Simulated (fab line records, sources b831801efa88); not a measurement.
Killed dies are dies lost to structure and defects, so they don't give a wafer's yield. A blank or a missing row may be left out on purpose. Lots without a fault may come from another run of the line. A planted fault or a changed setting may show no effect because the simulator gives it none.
Which tool did it? | flow gf180mcu | 12 lots, 36 wafers sampled, at 5 steps of a route of 602

WHAT THE GAUGES READ, wafer by wafer
GF_HV_LDD_CD_MEAS_31: target cd 400 nm. Usual: cd_nm 403.2 nm, standard deviation 1.9.
lot  | measured     | on        | cd_nm (nm)        | flag
L861 | day 12 08:56 | cd_sem-02 | 401.3 399.2 399.0 |
L863 | day 12 22:14 | cd_sem-01 | 406.3 405.2 404.8 |
L865 | day 13 02:23 | cd_sem-01 | 403.1 400.6 400.5 |
L866 | day 13 15:07 | cd_sem-02 | 400.7 402.7 404.5 |
L869 | day 14 03:05 | cd_sem-01 | 403.3 401.9 401.7 |
L868 | day 14 07:11 | cd_sem-02 | 404.9 404.0 403.9 |
L873 | day 15 08:38 | cd_sem-01 | 402.7 399.5 400.1 |
L874 | day 15 18:31 | cd_sem-01 | 403.3 403.7 404.9 |
L875 | day 15 21:08 | cd_sem-02 | - - -             | OFF
L878 | day 17 01:31 | cd_sem-02 | 402.3 400.7 402.1 |
L880 | day 17 13:26 | cd_sem-01 | 402.6 403.1 401.9 |
L884 | day 18 18:20 | cd_sem-01 | 404.8 402.4 404.4 |

GF_HV_LDD_TW_MEAS_38. Usual: HV_LDD_3_TW 1443, standard deviation 12.
lot  | measured     | on            | HV_LDD_3_TW    | flag
L861 | day 12 09:47 | film_metro-01 | 1464 1455 1460 |
L863 | day 12 23:04 | film_metro-02 | 1443 1446 1452 |
L865 | day 13 03:16 | film_metro-02 | 1454 1460 1463 |
L866 | day 13 15:58 | film_metro-01 | 1444 1447 1438 |
L869 | day 14 03:56 | film_metro-03 | 1420 1426 1431 |
L868 | day 14 08:03 | film_metro-02 | 1451 1447 1447 |
L873 | day 15 09:29 | film_metro-03 | 1438 1426 1426 |
L874 | day 15 19:22 | film_metro-03 | 1422 1420 1427 |
L875 | day 15 21:59 | film_metro-01 | 30 30 30       | OFF
L878 | day 17 02:22 | film_metro-03 | 1430 1421 1418 |
L880 | day 17 14:17 | film_metro-01 | 1448 1452 1457 |
L884 | day 18 19:10 | film_metro-01 | 1446 1450 1452 |

GF_V1_OVL_MEAS_15. Usual: V1_OVL 2 nm, standard deviation 5.9.
lot  | measured     | on         | V1_OVL (nm) | flag
L861 | day 18 23:16 | overlay-02 | 7 3 -1      |
L863 | day 19 17:01 | overlay-02 | 7 1 3       |
L865 | day 19 22:46 | overlay-01 | -5 -3 5     |
L866 | day 20 15:46 | overlay-02 | 1 -6 1      |
L869 | day 21 06:22 | overlay-02 | 1 6 8       |
L868 | day 21 15:31 | overlay-02 | -7 -3 -2    |
L873 | day 22 22:40 | overlay-01 | 5 8 3       |
L874 | day 23 00:25 | overlay-02 | -14 2 5     |
L878 | day 24 07:14 | overlay-01 | -2 2 -12    |
L880 | day 24 17:45 | overlay-02 | 3 10 10     |
L884 | day 25 21:14 | overlay-01 | 2 -9 -6     |

WHICH TOOL RAN EACH LOT (tool, then ch and the chambers of the sampled wafers, then the start)
lot  | GF_HV_LDD_EXPOSE_28                 | GF_CONTACT_ETCH_16
L861 | iline_stepper-01 ch 0, day 11 23:56 | rie_diel-04 ch 1,2,3, day 16 20:44
L863 | iline_stepper-02 ch 0, day 12 12:54 | rie_diel-02 ch 1,2,3, day 17 14:21
L865 | iline_stepper-01 ch 0, day 12 17:23 | rie_diel-01 ch 0,1,2, day 17 18:17
L866 | iline_stepper-02 ch 0, day 13 05:41 | rie_diel-02 ch 0,1,2, day 18 11:02
L869 | iline_stepper-02 ch 0, day 13 17:29 | rie_diel-04 ch 1,2, day 19 03:05
L868 | iline_stepper-02 ch 0, day 13 21:14 | rie_diel-04 ch 0,2,3, day 19 11:44
L873 | iline_stepper-01 ch 0, day 14 22:07 | rie_diel-01 ch 0,1,3, day 20 12:14
L874 | iline_stepper-02 ch 0, day 15 08:35 | rie_diel-01 ch 0,1,2, day 20 23:17
L875 | iline_stepper-02 ch 0, day 15 11:08 | -
L878 | iline_stepper-02 ch 0, day 16 14:21 | rie_diel-04 ch 1,3, day 22 06:38
L880 | iline_stepper-01 ch 0, day 17 01:38 | rie_diel-02 ch 0,2, day 22 18:44
L884 | iline_stepper-01 ch 0, day 18 06:36 | rie_diel-04 ch 0,1,3, day 23 23:23
- GF_HV_LDD_EXPOSE_28: exposes mask Nplus HV AREA, target cd 400 nm.
- GF_CONTACT_ETCH_16: etches BARC in N2/H2.

WHAT THE TOOLS THEMSELVES READ (means of the sampled wafers that have a number; where no wafer has one, the mark that the record gives instead)
GF_CONTACT_ETCH_16. Usual: drypump_motor_current_A 5.5 A, standard deviation 0.35; oes_product_au 0.855 a.u., standard deviation 0.0043; throttle_valve_pct 13.223 %, standard deviation 0.0087.
lot  | tool        | drypump_motor_current_A (A) | oes_product_au (a.u.) | throttle_valve_pct (%) | flag
L861 | rie_diel-04 | 5.4                         | 0.849                 | 13.221                 |
L863 | rie_diel-02 | 5.3                         | 0.856                 | 13.224                 |
L865 | rie_diel-01 | 5.4                         | 0.852                 | 13.223                 |
L866 | rie_diel-02 | 5.4                         | 0.854                 | 13.227                 |
L869 | rie_diel-04 | 5.2                         | 0.859                 | 13.232                 |
L868 | rie_diel-04 | 5.5                         | 0.857                 | 13.227                 |
L873 | rie_diel-01 | 5.6                         | 0.854                 | 13.220                 |
L874 | rie_diel-01 | 5.4                         | 0.857                 | 13.231                 |
L878 | rie_diel-04 | 5.5                         | 0.851                 | 13.222                 |
L880 | rie_diel-02 | 5.4                         | 0.858                 | 13.216                 |
L884 | rie_diel-04 | 5.6                         | 0.856                 | 13.221                 |

THE ANSWER, worked out from the rows above alone
Rule: a lot is off if the mean of its wafers that have a number lies more than 3 standard deviations from the usual mean. A lot without any number at a reading at which 4 lots or more have one is off too. The other lots that the step has rows for count as sound. The gauges are gone through in route order, then the tools' own readings, and for those a lot's mean is taken as printed above. The first step at which some lot is off is used, and at that step the reading that is off furthest; a lot without a number counts as furthest.
Off: L875, at GF_HV_LDD_CD_MEAS_31 (cd_nm). Without a number there: L875.
A tool fits if, at a process step before that reading, it ran every lot that is off, and no sound lot after the first of them. The gauges at GF_HV_LDD_CD_MEAS_31 aren't tried: what is off there is off at GF_HV_LDD_TW_MEAS_38 too, on other tools, and a gauge's error can't cause that. None of those tried fits.

WHAT THE SIMULATOR HAD PUT IN
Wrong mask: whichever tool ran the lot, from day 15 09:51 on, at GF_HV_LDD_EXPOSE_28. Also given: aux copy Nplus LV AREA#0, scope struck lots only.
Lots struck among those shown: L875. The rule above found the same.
